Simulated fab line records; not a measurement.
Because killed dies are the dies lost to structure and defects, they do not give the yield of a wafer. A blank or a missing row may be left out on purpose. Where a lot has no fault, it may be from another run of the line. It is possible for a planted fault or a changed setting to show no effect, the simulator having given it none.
Which of the tools did it? + flow sky130 + Sampling: 12 lots, 36 wafers, 6 of 708 route steps

== WHAT THE GAUGES READ, wafer by wafer ==
SKY_VIA2_CD_MEAS_12: target cd 200 nm.
| lot  | measured     | on       | cdNm (nm)         |
|------|--------------|----------|-------------------|
| L075 | day 37 04:10 | cdSem-01 | 198.5 196.8 198.6 |
| L077 | day 37 12:01 | cdSem-02 | 198.1 198.1 198.6 |
| L079 | day 38 06:08 | cdSem-01 | 203.3 202.0 200.9 |
| L081 | day 38 20:05 | cdSem-01 | 200.5 201.7 199.3 |
| L083 | day 39 07:25 | cdSem-02 | 198.3 199.3 199.5 |
| L085 | day 39 23:58 | cdSem-01 | 199.2 199.7 199.8 |
| L087 | day 40 12:59 | cdSem-01 | 202.3 201.7 203.0 |
| L089 | day 41 08:08 | cdSem-01 | 200.3 201.4 200.6 |
| L091 | day 41 16:59 | cdSem-01 | 198.1 199.4 199.7 |
| L093 | day 42 00:53 | cdSem-01 | 201.5 201.0 199.9 |
| L095 | day 42 13:16 | cdSem-01 | 201.7 199.8 201.2 |
| L097 | day 43 04:04 | cdSem-01 | 199.8 199.7 199.1 |

== WHICH TOOL RAN EACH LOT (tool, then ch and the chambers of the sampled wafers, then the start) ==
| lot  | SKY_RES_PROTECT_STRIP_07            | SKY_POLY_CUT_ETCH_11              | SKY_LI_CONTACT_CMP_02         | SKY_CONTACT_CVD_00              | SKY_CONTACT_SPUTTER_23      |
|------|-------------------------------------|-----------------------------------|-------------------------------|---------------------------------|-----------------------------|
| L075 | plasmaAsher-01 ch 0,1, day 15 17:24 | rieDiel-03 ch 0,1, day 25 06:07   | cmp-01 ch 0,2, day 28 23:16   | pecvd-02 ch 0,1, day 31 09:04   | pvdSputter-04, day 32 13:33 |
| L077 | plasmaAsher-01 ch 0,1, day 16 08:33 | rieDiel-03 ch 1,2, day 25 14:29   | cmp-02 ch 0,1,3, day 29 06:58 | pecvd-02 ch 0,1,2, day 31 17:38 | pvdSputter-03, day 32 22:44 |
| L079 | plasmaAsher-03 ch 0,1, day 17 07:19 | rieDiel-02 ch 2,3, day 26 12:10   | cmp-02 ch 2,3, day 30 03:32   | pecvd-01 ch 0,1,2, day 32 12:23 | pvdSputter-02, day 33 16:33 |
| L081 | plasmaAsher-03 ch 0,1, day 18 00:55 | rieDiel-03 ch 1,2,3, day 27 03:40 | cmp-01 ch 1,2,3, day 30 18:27 | pecvd-02 ch 1,2, day 33 02:23   | pvdSputter-03, day 34 06:33 |
| L083 | plasmaAsher-01 ch 0,1, day 18 14:13 | rieDiel-03 ch 0,2, day 27 18:22   | cmp-02 ch 0,1,3, day 31 07:38 | pecvd-04 ch 0,1, day 33 16:11   | pvdSputter-02, day 34 20:35 |
| L085 | plasmaAsher-02 ch 0,1, day 19 09:01 | rieDiel-03 ch 2,3, day 28 13:52   | cmp-01 ch 2,3, day 32 02:39   | pecvd-04 ch 1,2, day 34 10:30   | pvdSputter-03, day 35 14:15 |
| L087 | plasmaAsher-03 ch 0,1, day 20 02:10 | rieDiel-02 ch 0,2, day 29 03:19   | cmp-02 ch 1,2, day 32 15:23   | pecvd-02 ch 1,2, day 34 22:54   | pvdSputter-04, day 36 02:51 |
| L089 | plasmaAsher-02 ch 0,1, day 20 19:58 | rieDiel-03 ch 0,1,2, day 30 00:37 | cmp-02 ch 0,1,2, day 33 11:18 | pecvd-02 ch 0,2, day 35 19:25   | pvdSputter-03, day 36 22:32 |
| L091 | plasmaAsher-02 ch 0,1, day 21 12:52 | rieDiel-04 ch 0,1,3, day 30 10:46 | cmp-02 ch 0,1,2, day 33 21:33 | pecvd-01 ch 0,2, day 36 03:47   | pvdSputter-04, day 37 06:59 |
| L093 | plasmaAsher-02 ch 0,1, day 22 00:12 | rieDiel-03 ch 1,2, day 30 20:07   | cmp-01 ch 0,1,2, day 34 06:39 | pecvd-02 ch 0,1,2, day 36 12:59 | pvdSputter-04, day 37 15:49 |
| L095 | plasmaAsher-03 ch 0,1, day 22 16:04 | rieDiel-03 ch 0,2,3, day 31 11:25 | cmp-01 ch 0,1,2, day 34 20:34 | pecvd-01 ch 0,1,2, day 37 03:13 | pvdSputter-03, day 38 05:19 |
| L097 | plasmaAsher-03 ch 0,1, day 23 11:39 | rieDiel-02 ch 0,2,3, day 32 02:43 | cmp-02 ch 1,2,3, day 35 10:50 | pecvd-04 ch 0,1, day 37 17:16   | pvdSputter-04, day 38 20:18 |
- SKY_RES_PROTECT_STRIP_07: strips in O2/N2.
- SKY_POLY_CUT_ETCH_11: etches Si3N4 in CF4/CH2F2/Ar, stops on poly-Si, time 42.5 s, target depth 60 nm.
- SKY_LI_CONTACT_CMP_02: polishes PSG.
- SKY_CONTACT_CVD_00: deposits Si3N4, target thk 75 nm.
- SKY_CONTACT_SPUTTER_23: material TiN, target thk 20 nm, time 80 s.

== THE ANSWER, worked out from the rows above alone ==
Rule: the usual values come from the lots themselves. Put in order of their means at a reading, lots are off if they are a third of the lots or fewer, leave a main group of 4 or more, and stand apart from it by a gap of 3 or more times the standard deviation of the main group's means; of several such gaps the widest counts. A main group is skipped when, at the precision printed for the reading in the tables above, its means are all equal. Also off: a lot with no number at a reading for which 4 or more lots have one. Where the step has rows for the other lots, those lots are counted as sound.
Nothing can be told from this: no lot is off at any reading shown.

== WHAT THE SIMULATOR HAD INSERTED ==
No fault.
